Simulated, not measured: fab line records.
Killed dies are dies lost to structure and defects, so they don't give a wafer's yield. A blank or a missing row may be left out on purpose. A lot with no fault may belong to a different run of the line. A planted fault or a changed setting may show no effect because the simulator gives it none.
fab line records ; flow sky130
record lots=13; wafers=39; lastDay=50
route steps=708 shown VT_ADJUST_HVTR@141 METAL3@534 PASSIVATION@682 PAD_OPEN@708
lots that met no fault: from a run of the same line without faults
startH: hours from the record's opening day to when the first of the lot's shown wafers began ; waitH: hours since the lot's step before ; " unchanged from the row above ; L1.1+2: several wafers, shown together as one row ; - no value, or no start was given ; * or withheld: withheld ; < > ~ a bound
route shown NAME@n: a module of which the file shows steps, and the number in the route of the first ; usual: mean/standard deviation taken from wafers without a fault ; same: alike in all rows ; chamber/n: place in a boat ; sites: per-site readings ; _std_site: standard deviation across them ; _edge_site: the outer-site mean with the inner-site mean subtracted ; radiusMm: for every site, how far away it sits from the centre of the wafer ; mask NAME#n: copy n ; behind: the last tool/chamber to shape the wafer ; hold: why the lot went on hold/how many hours it stayed there/how the hold came to an end ; device: transistor that didn't switch, given as n, p or np ; end of line: tests run on the same wafers once the route is complete ; a step with no rows: only its recipe ; killed: count of dies lost to structure and defects at first sort (not the wafer's yield) ; map: per-die view of a wafer (x killed, . not killed, _ where there is no die)
set.NAME: the setting that was run; set.NAME@STEP: the one run at that earlier step ; model.NAME: the simulator's own value behind a step, which no gauge read
one table for each step of the route and one row for each wafer, over a sample of lots
services: when a tool's chamber went out of use (startH, in hours from the record's first day, below 0 if earlier), for how many hours, and the reason
## steps
# step SKY_VT_ADJUST_HVTR_STRIP_10
# recipe chemistry=O2/N2; powerW=1400; pressureMtorr=1500; platenTempC=withheld; o2FlowSccm=3000; n2FlowSccm=300; overashFraction=0.5
# usual drypumpMotorCurrentA=5.41/0.23; oesProductAu=0.716/0.0045; stripTimeToEndpointS=14.19/0.035
lot.wafer;tool;chamber;startH;waitH;drypumpMotorCurrentA;oesProductAu;rfHoursCounterH;stripTimeToEndpointS
L527.3;plasmaAsher-02;1;207.45;0.1;5.43;0.717;-;14.25
L527.5;plasmaAsher-02;1;207.45;0.1;5.43;0.716;-;14.23
L527.6;plasmaAsher-02;0;207.45;0.1;5.72;0.713;-;14.21
L528.1;plasmaAsher-02;1;218.82;0.1;5.43;0.719;55;14.15
L528.2;plasmaAsher-02;0;218.82;0.1;5.69;0.713;55;14.15
L528.3;plasmaAsher-02;0;218.82;0.1;5.74;0.718;-;14.16
L530.1;plasmaAsher-01;1;227.95;0.1;5.68;0.711;10;14.19
L530.2;plasmaAsher-01;0;227.95;0.1;5.37;0.711;10;14.20
L530.6;plasmaAsher-01;1;227.95;0.1;5.67;0.718;-;14.18
L531.1;plasmaAsher-03;0;232.47;0.1;5.01;0.719;41;14.19
L531.4;plasmaAsher-03;0;232.47;0.1;5.02;0.719;-;14.21
L531.6;plasmaAsher-03;0;232.47;0.1;5.02;0.714;-;14.19
L532.1;plasmaAsher-02;0;245.05;0.1;5.72;0.713;57;14.22
L532.3;plasmaAsher-02;1;245.05;0.1;5.43;0.723;-;14.22
L532.5;plasmaAsher-02;0;245.05;0.1;5.73;0.712;-;14.23
L537.2;plasmaAsher-02;0;296.02;0.1;5.64;0.720;62;14.22
L537.4;plasmaAsher-02;1;296.02;0.1;5.42;0.715;-;14.23
L537.6;plasmaAsher-02;1;296.02;0.1;5.41;0.713;-;14.15
L538.1;plasmaAsher-02;1;297.23;0.1;5.41;0.719;62;14.20
L538.3;plasmaAsher-02;0;297.23;0.1;5.66;0.719;-;14.22
L538.4;plasmaAsher-02;1;297.23;0.1;5.42;0.715;-;14.23
L540.3;plasmaAsher-02;0;314.24;0.1;5.69;0.716;-;14.24
L540.5;plasmaAsher-02;1;314.24;0.1;5.44;0.708;-;14.21
L540.6;plasmaAsher-02;0;314.24;0.1;5.71;0.715;-;14.24
L541.1;plasmaAsher-03;0;333.20;0.1;5.02;0.710;51;14.15
L541.3;plasmaAsher-03;1;333.20;0.1;5.34;0.712;-;14.20
L541.6;plasmaAsher-03;0;333.20;0.1;5.00;0.711;-;14.15
L545.2;plasmaAsher-03;1;344.32;0.1;5.32;0.713;52;14.16
L545.5;plasmaAsher-03;0;344.32;0.1;5.02;0.710;-;14.18
L545.6;plasmaAsher-03;1;344.32;0.1;5.38;0.712;-;14.18
L546.3;plasmaAsher-01;1;357.65;0.1;5.69;0.711;-;14.13
L546.4;plasmaAsher-01;0;357.65;0.1;5.36;0.723;-;14.14
L546.5;plasmaAsher-01;0;357.65;0.1;5.36;0.719;-;14.21
L548.1;plasmaAsher-01;1;368.26;0.1;5.70;0.716;23;14.19
L548.3;plasmaAsher-01;0;368.26;0.1;5.37;0.723;-;14.19
L548.4;plasmaAsher-01;1;368.26;0.1;5.68;0.714;-;14.19
L549.1;plasmaAsher-01;0;369.42;0.1;5.36;0.717;23;14.16
L549.3;plasmaAsher-01;1;369.42;0.1;5.67;0.727;-;14.22
L549.4;plasmaAsher-01;0;369.42;0.1;5.39;0.717;-;14.24
# step SKY_METAL3_SPUTTER_02
# recipe material=AlCu; targetThkNm=735; powerW=10600; timeS=39.1; chamberPressurePa=0.4
# usual chamberPressurePa=0.4000/0.00075; throttleValvePct=29.6/1.1
lot.wafer;tool;chamber;startH;waitH;chamberPressurePa;throttleValvePct
L527.3;pvdSputter-02;-;856.24;0.0;0.3998;29.8
L527.5;pvdSputter-02;-;856.24;0.0;0.3996;31.3
L527.6;pvdSputter-02;-;856.24;0.0;0.4009;32.2
L528.1;pvdSputter-02;-;861.00;0.0;0.4002;31.8
L528.2;pvdSputter-02;-;861.00;0.0;0.4007;29.7
L528.3;pvdSputter-02;-;861.00;0.0;0.4003;31.4
L530.1;pvdSputter-02;-;871.81;0.0;0.4005;32.0
L530.2;pvdSputter-02;-;871.81;0.0;0.3988;29.4
L530.6;pvdSputter-02;-;871.81;0.0;0.3997;32.2
L531.1;pvdSputter-01;-;881.98;0.0;0.4004;28.1
L531.4;pvdSputter-01;-;881.98;0.0;0.3992;29.3
L531.6;pvdSputter-01;-;881.98;0.0;0.4006;29.2
L532.1;pvdSputter-03;-;896.56;0.0;0.3995;28.6
L532.3;pvdSputter-03;-;896.56;0.0;0.4009;30.0
L532.5;pvdSputter-03;-;896.56;0.0;0.4003;28.7
L537.2;pvdSputter-02;-;939.19;0.0;0.4006;31.3
L537.4;pvdSputter-02;-;939.19;0.0;0.4001;32.1
L537.6;pvdSputter-02;-;939.19;0.0;0.3991;32.1
L538.1;pvdSputter-02;-;942.95;0.0;0.3993;28.9
L538.3;pvdSputter-02;-;942.95;0.0;0.4010;31.3
L538.4;pvdSputter-02;-;942.95;0.0;0.3990;29.7
L540.3;pvdSputter-01;-;955.81;0.0;0.3998;28.1
L540.5;pvdSputter-01;-;955.81;0.0;0.4006;27.8
L540.6;pvdSputter-01;-;955.81;0.0;0.4003;28.3
L541.1;pvdSputter-01;-;976.13;0.0;0.4006;29.2
L541.3;pvdSputter-01;-;976.13;0.0;0.4000;28.2
L541.6;pvdSputter-01;-;976.13;0.0;0.3999;29.2
L545.2;pvdSputter-01;-;988.46;0.0;0.3995;28.2
L545.5;pvdSputter-01;-;988.46;0.0;0.3999;29.2
L545.6;pvdSputter-01;-;988.46;0.0;0.4018;28.6
L546.3;pvdSputter-01;-;998.38;0.0;0.3996;29.1
L546.4;pvdSputter-01;-;998.38;0.0;0.3997;27.8
L546.5;pvdSputter-01;-;998.38;0.0;0.3996;29.0
L548.1;pvdSputter-03;-;1005.44;0.0;0.4007;28.5
L548.3;pvdSputter-03;-;1005.44;0.0;0.4000;29.2
L548.4;pvdSputter-03;-;1005.44;0.0;0.3991;30.3
L549.1;pvdSputter-03;-;1007.16;0.0;0.4002;30.5
L549.3;pvdSputter-03;-;1007.16;0.0;0.4009;28.7
L549.4;pvdSputter-03;-;1007.16;0.0;0.4006;29.2
# step SKY_METAL3_SPUTTER_03
# recipe material=Ti; targetThkNm=5; powerW=3000; timeS=3.3; chamberPressurePa=0.4
# usual chamberPressurePa=0.3998/0.00078; throttleValvePct=29.6/1.1
lot.wafer;tool;chamber;startH;waitH;chamberPressurePa;throttleValvePct
L527.3;pvdSputter-02;-;856.28;0.0;0.3998;29.5
L527.5;pvdSputter-02;-;856.28;0.0;0.3999;31.4
L527.6;pvdSputter-02;-;856.28;0.0;0.3993;32.0
L528.1;pvdSputter-02;-;861.04;0.0;0.4000;31.9
L528.2;pvdSputter-02;-;861.04;0.0;0.4002;29.6
L528.3;pvdSputter-02;-;861.04;0.0;0.3998;31.1
L530.1;pvdSputter-02;-;871.85;0.0;0.3987;31.8
L530.2;pvdSputter-02;-;871.85;0.0;0.3989;29.7
L530.6;pvdSputter-02;-;871.85;0.0;0.3995;32.0
L531.1;pvdSputter-01;-;882.02;0.0;0.3999;27.9
L531.4;pvdSputter-01;-;882.02;0.0;0.3997;29.2
L531.6;pvdSputter-01;-;882.02;0.0;0.3991;29.4
L532.1;pvdSputter-03;-;896.60;0.0;0.4001;28.6
L532.3;pvdSputter-03;-;896.60;0.0;0.3992;30.1
L532.5;pvdSputter-03;-;896.60;0.0;0.4006;28.5
L537.2;pvdSputter-02;-;939.23;0.0;0.3996;31.1
L537.4;pvdSputter-02;-;939.23;0.0;0.4002;32.1
L537.6;pvdSputter-02;-;939.23;0.0;0.4001;31.7
L538.1;pvdSputter-02;-;942.99;0.0;0.3999;29.1
L538.3;pvdSputter-02;-;942.99;0.0;0.3992;31.3
L538.4;pvdSputter-02;-;942.99;0.0;0.3994;29.6
L540.3;pvdSputter-01;-;955.85;0.0;0.3999;28.4
L540.5;pvdSputter-01;-;955.85;0.0;0.4002;28.1
L540.6;pvdSputter-01;-;955.85;0.0;0.4006;28.5
L541.1;pvdSputter-01;-;976.17;0.0;0.4004;29.3
L541.3;pvdSputter-01;-;976.17;0.0;0.4001;27.9
L541.6;pvdSputter-01;-;976.17;0.0;0.3990;29.3
L545.2;pvdSputter-01;-;988.50;0.0;0.4008;28.1
L545.5;pvdSputter-01;-;988.50;0.0;0.4003;29.4
L545.6;pvdSputter-01;-;988.50;0.0;0.4002;28.7
L546.3;pvdSputter-01;-;998.42;0.0;0.4010;29.2
L546.4;pvdSputter-01;-;998.42;0.0;0.4010;28.0
L546.5;pvdSputter-01;-;998.42;0.0;0.4005;29.2
L548.1;pvdSputter-03;-;1005.48;0.0;0.4001;28.7
L548.3;pvdSputter-03;-;1005.48;0.0;0.3993;29.4
L548.4;pvdSputter-03;-;1005.48;0.0;0.3997;30.7
L549.1;pvdSputter-03;-;1007.20;0.0;0.3987;30.6
L549.3;pvdSputter-03;-;1007.20;0.0;0.4006;28.6
L549.4;pvdSputter-03;-;1007.20;0.0;0.3996;29.3
# step SKY_PASSIVATION_THK_MEAS_01
# recipe reads=SiO2_of_PASSIVATION_CVD_00
# usual PASSIVATION_CVD_00_THK=90.7/1.3
lot.wafer;tool;chamber;startH;waitH;PASSIVATION_CVD_00_THK[nm]
L527.3;filmMetro-03;-;1037.32;-;90.0
L527.5;filmMetro-03;-;1037.32;-;90.2
L527.6;filmMetro-03;-;1037.32;-;90.6
L528.1;filmMetro-04;-;1039.14;-;89.7
L528.2;filmMetro-04;-;1039.14;-;89.3
L528.3;filmMetro-04;-;1039.14;-;88.6
L530.1;filmMetro-01;-;1048.40;-;89.7
L530.2;filmMetro-01;-;1048.40;-;88.2
L530.6;filmMetro-01;-;1048.40;-;92.4
L531.1;filmMetro-03;-;1057.02;-;90.8
L531.4;filmMetro-03;-;1057.02;-;91.2
L531.6;filmMetro-03;-;1057.02;-;91.8
L532.1;filmMetro-01;-;1068.93;-;88.1
L532.3;filmMetro-01;-;1068.93;-;90.9
L532.5;filmMetro-01;-;1068.93;-;91.6
L537.2;filmMetro-04;-;1104.79;-;92.3
L537.4;filmMetro-04;-;1104.79;-;91.3
L537.6;filmMetro-04;-;1104.79;-;89.9
L538.1;filmMetro-01;-;1106.42;-;90.5
L538.3;filmMetro-01;-;1106.42;-;89.3
L538.4;filmMetro-01;-;1106.42;-;92.8
L540.3;filmMetro-04;-;1115.92;-;90.0
L540.5;filmMetro-04;-;1115.92;-;90.1
L540.6;filmMetro-04;-;1115.92;-;91.5
L541.1;filmMetro-04;-;1132.39;-;90.2
L541.3;filmMetro-04;-;1132.39;-;89.3
L541.6;filmMetro-04;-;1132.39;-;91.3
L545.2;filmMetro-01;-;1148.44;-;90.9
L545.5;filmMetro-01;-;1148.44;-;92.2
L545.6;filmMetro-01;-;1148.44;-;92.4
L546.3;filmMetro-03;-;1154.46;-;90.5
L546.4;filmMetro-03;-;1154.46;-;91.5
L546.5;filmMetro-03;-;1154.46;-;92.7
L549.1;filmMetro-03;-;1157.53;-;89.9
L549.3;filmMetro-03;-;1157.53;-;90.5
L549.4;filmMetro-03;-;1157.53;-;90.3
L548.1;filmMetro-04;-;1158.59;-;90.2
L548.3;filmMetro-04;-;1158.59;-;89.8
L548.4;filmMetro-04;-;1158.59;-;91.5
# step SKY_PAD_OPEN_PROBE_99
# usual killed_at_M0_to_M3=44/6.4; killed_at_M4_up=3.6/2.1; killedAtContacts=23/5.1; killedAtFrontEnd=15/4.3; killedAtOther=0.3/0.56; killedDies=86/9; killedOpen=47/6.4; killedShort=39/5.8
# same grossDies=492; killedAtBackSide=0
lot.wafer;tool;chamber;startH;waitH;killed_at_M0_to_M3;killed_at_M4_up;killedAtContacts;killedAtFrontEnd;killedAtOther;killedDies;killedOpen;killedShort
L538.1;prober-02;-;1140.83;0.1;38;6;26;74;0;144;37;46
L538.3;prober-02;-;1140.93;0.2;35;5;21;69;0;130;39;33
L538.4;prober-02;-;1140.98;0.2;42;3;23;70;0;138;42;39
L540.3;prober-01;-;1154.07;0.2;34;1;30;70;0;135;45;32
L540.5;prober-01;-;1154.17;0.2;30;5;20;78;0;133;40;32
L540.6;prober-01;-;1154.22;0.2;37;2;21;77;0;137;45;35
# killed by level:class
L538.1 VT_ADJUST_HVTR:unspecified=61 LI_CONTACT:geometricParticle:open=13 VIA3:geometricParticle:open=7 POLY_GATE:geometricParticle:short=6 FIELD_ISO:geometricParticle:short=5 CONTACT:geometricParticle:open=5 CONTACT:geometricParticle:short=5 METAL1:geometricParticle:short=5
L538.3 VT_ADJUST_HVTR:unspecified=58 CONTACT:geometricParticle:open=14 VIA1:geometricParticle:short=6 CONTACT:geometricParticle:short=5 POLY_GATE:geometricParticle:open=5 VIA2:geometricParticle:open=5 VIA3:geometricParticle:short=4 VIA1:geometricParticle:open=4
L538.4 VT_ADJUST_HVTR:unspecified=57 CONTACT:geometricParticle:open=9 VIA1:geometricParticle:open=8 VIA3:geometricParticle:open=8 METAL2:geometricParticle:short=7 CONTACT:geometricParticle:short=5 VIA2:geometricParticle:open=5 LI_CONTACT:geometricParticle:short=4
L540.3 VT_ADJUST_HVTR:unspecified=58 CONTACT:geometricParticle:open=11 VIA1:geometricParticle:open=11 LI_CONTACT:geometricParticle:open=7 METAL2:geometricParticle:short=6 LOCAL_INTERCONNECT:geometricParticle:short=5 FIELD_ISO:geometricParticle:short=4 VIA3:geometricParticle:short=4
L540.5 VT_ADJUST_HVTR:unspecified=61 CONTACT:geometricParticle:open=9 VIA1:geometricParticle:open=8 FIELD_ISO:geometricParticle:short=7 LI_CONTACT:geometricParticle:open=5 VIA2:geometricParticle:open=5 FIELD_ISO:geometricParticle:open=4 VIA2:geometricParticle:short=4
L540.6 VT_ADJUST_HVTR:unspecified=57 VIA1:geometricParticle:open=9 LI_CONTACT:geometricParticle:open=8 CONTACT:geometricParticle:open=7 METAL1:geometricParticle:short=6 FIELD_ISO:geometricParticle:short=5 POLY_GATE:geometricParticle:open=5 METAL2:geometricParticle:short=5
## services
tool;chamber;startH;hours;kind
pvdSputter-03;-;200.94;0.7;repair
plasmaAsher-02;-;229.67;0.4;repair
pvdSputter-01;-;266.87;7.5;repair
plasmaAsher-02;-;275.73;4.3;pm
plasmaAsher-02;-;280.06;2.8;pm
plasmaAsher-02;-;344.40;9.3;repair
plasmaAsher-02;-;354.22;0.6;repair
pvdSputter-03;-;370.08;2.6;repair
pvdSputter-03;-;377.73;7.7;repair
pvdSputter-02;-;381.35;32.5;repair
plasmaAsher-02;-;421.25;9.0;pm
plasmaAsher-02;-;446.54;0.3;repair
pvdSputter-02;-;452.61;1.5;repair
pvdSputter-01;-;455.71;0.7;repair
pvdSputter-02;-;511.58;1.9;repair
pvdSputter-02;-;558.91;8.4;repair
pvdSputter-03;-;571.54;3.1;repair
plasmaAsher-02;-;576.68;1.1;repair
pvdSputter-02;-;597.19;1.9;repair
pvdSputter-01;-;626.31;4.7;repair
pvdSputter-03;-;647.76;5.3;repair
plasmaAsher-02;-;657.18;1.2;repair
plasmaAsher-02;-;772.92;1.0;repair
pvdSputter-02;-;831.94;8.7;repair
## key
firstSign step=SKY_PAD_OPEN_PROBE_99; reading=killedAtFrontEnd; direction=up; sigmas=13; usual=15; struck=73
effect step=SKY_PAD_OPEN_PROBE_99; reading=killedDies; direction=up; sigmas=5.5; usual=86; struck=136
metAt SKY_VT_ADJUST_HVTR_STRIP_10
struckLots L538,L540
testerLeftOut L538,L540
notActingAt SKY_METAL3_SPUTTER_02,SKY_METAL3_SPUTTER_03,SKY_PASSIVATION_THK_MEAS_01
onsetBetween 296.02 297.23
fault kind=chamberParticleSource; tool=plasmaAsher-02; chamber=-; onsetH=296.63; steps=SKY_VT_ADJUST_HVTR_STRIP_10; ratePerVisitCm2=1.102; endH=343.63
# testerLeftOut: of these lots the tester's yield and bins aren't shown, on N5 and GAA mostly nor the transistor test; their killed dies are dies lost to structure and defects alone, not to doping, threshold or leakage, so they don't give the yield
